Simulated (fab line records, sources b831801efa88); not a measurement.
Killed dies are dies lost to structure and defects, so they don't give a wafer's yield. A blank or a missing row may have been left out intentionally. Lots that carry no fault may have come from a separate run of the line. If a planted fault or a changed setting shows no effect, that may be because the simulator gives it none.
Comparing a struck lot with a sound one	flow sky130	19 steps out of a route of 708
Sound: the wafers L860.1, L860.2, L860.5. Struck: wafers L872.2, L872.5, L872.6. The cause comes at the end.
At each step with rows: each side's tool, then ch and its chambers, then its first start. Under that, the readings that differ: sound wafers	struck wafers	difference of the means	sigmas: that difference in standard deviations of wafers without a fault.
alike: readings whose means differ by less than 2 such deviations, and words and numbers that are the same on both sides. not compared: withheld readings, readings that some wafer has no value for, bounds like >300 that may hide the same value, and numbers for which the record gives no deviation and whose values overlap.
A row with sigmas, a row that says differs or no value, or rows on one side alone: a step with any of these is where the two part. Non-overlapping numbers with no deviation appear without sigmas and do not part them. A reading that every wafer of one side lacks parts them only if that side has two wafers or more.

first, 2 steps without rows for these wafers: SKY_RES_PROTECT_DEVELOP_06 (develop time 60 s); SKY_POLY_GATE_IMPLANT_02.
SKY_RES_PROTECT_STRIP_07: strips in O2/N2.
  sound on plasma asher-02 ch 0,1, day 15 21:33; struck on plasma asher-02 ch 0,1, day 20 12:56
  alike: drypump motor current A, oes product au, strip time to endpoint s
  not compared: rf hours counter h
SKY_RES_PROTECT_TW_MEAS_08:
  struck on film metro-01, day 20 13:02; sound on film metro-03, day 15 21:39
  alike: POLY_GATE_TW
then, 2 steps without rows for these wafers: SKY_RES_PROTECT_CLEAN_09 (cleans in SC1/SC2, time 150 s); SKY_POLY_GATE_CVD_03 (deposits Si3N4 from DCS/NH3, target thk 75 nm, time 1290 s).
SKY_POLY_GATE_THK_MEAS_04:
  struck on film metro-04, day 20 14:31; sound on film metro-02, day 16 00:13
  alike: POLY_GATE_CVD_03_THK
then, 5 steps without rows for these wafers: SKY_POLY_GATE_DEHYDRATE_05 (time 60 s); SKY_POLY_GATE_HMDS_06 (prime time 60 s); SKY_POLY_GATE_COAT_07 (resist thk 110 nm); SKY_POLY_GATE_COAT_08 (resist thk 450 nm); SKY_POLY_GATE_SOFTBAKE_09 (time 90 s).
SKY_POLY_GATE_EXPOSE_10: exposes mask P1M, target cd 150 nm.
  sound on krf scanner-02 ch 0, day 16 14:23; struck on krf scanner-01 ch 0, day 21 05:53
reading	sound	struck	difference	sigmas
model.POLY_GATE.overlay x nm (nm)	-2.066 -2.066 -2.066	30.82 30.82 30.82	+32.89	
  alike: mask, stage vel mm s
then, 2 steps without rows for these wafers: SKY_POLY_GATE_PEB_11; SKY_POLY_GATE_DEVELOP_12 (develop time 60 s).
SKY_POLY_GATE_CD_MEAS_13: the cd target is 150 nm.
  struck on cd sem-01, day 21 20:49; sound on cd sem-01, day 17 04:56
  alike: cd nm
SKY_POLY_GATE_OVL_MEAS_14:
  struck on overlay-02, day 21 20:55; sound on overlay-02, day 17 05:03
reading	sound	struck	difference	sigmas
POLY_GATE_OVL (nm)	-1 4 -4	33 35 36	+35	+6
SKY_POLY_GATE_ETCH_15: etches BARC in N2/H2, stops on SiO2, time 118.5 s, target depth 110 nm.
  sound on rie diel-01 ch 0,2, day 17 05:05; struck on rie diel-01 ch 0,1, day 21 20:56
reading	sound	struck	difference	sigmas
drypump motor current A (A)	4.7 4.9 4.7	6.4 6.4 4.9	+1.1	+2
  alike: oes product au, throttle valve pct
  not compared: rf hours counter h
-- here the record skips 28 days between the struck wafers' starts before and after, leaving off in module POLY_GATE and picking up in module PAD_OPEN (first step shown: number 708 of the route) --
SKY_PAD_OPEN_PROBE_99:
  struck on prober-02, day 49 12:06; sound on prober-01, day 46 11:44
reading	sound	struck	difference	sigmas
killed_at_M0_to_M3	52 70 49	37 38 48	-16	-2
killed open	61 68 45	39 43 43	-16	-2
model.etest.licon to gate.bv right v (V)	23.66 24.72 23.98	37.84 38.53 37.84	+13.95	
model.etest.licon to gate.bv left v (V)	26.25 26.28 26.7	12.65 12.45 12	-14.04	
  alike: killed_at_M4_up, killed at contacts, killed at front end, killed at other, killed dies, killed short, model.etest.licon to gate.over limit

## WHERE THEY PART
Earliest at SKY_POLY_GATE_OVL_MEAS_14; latest, in this record, at SKY_PAD_OPEN_PROBE_99.

WHY: the cause the simulator had injected
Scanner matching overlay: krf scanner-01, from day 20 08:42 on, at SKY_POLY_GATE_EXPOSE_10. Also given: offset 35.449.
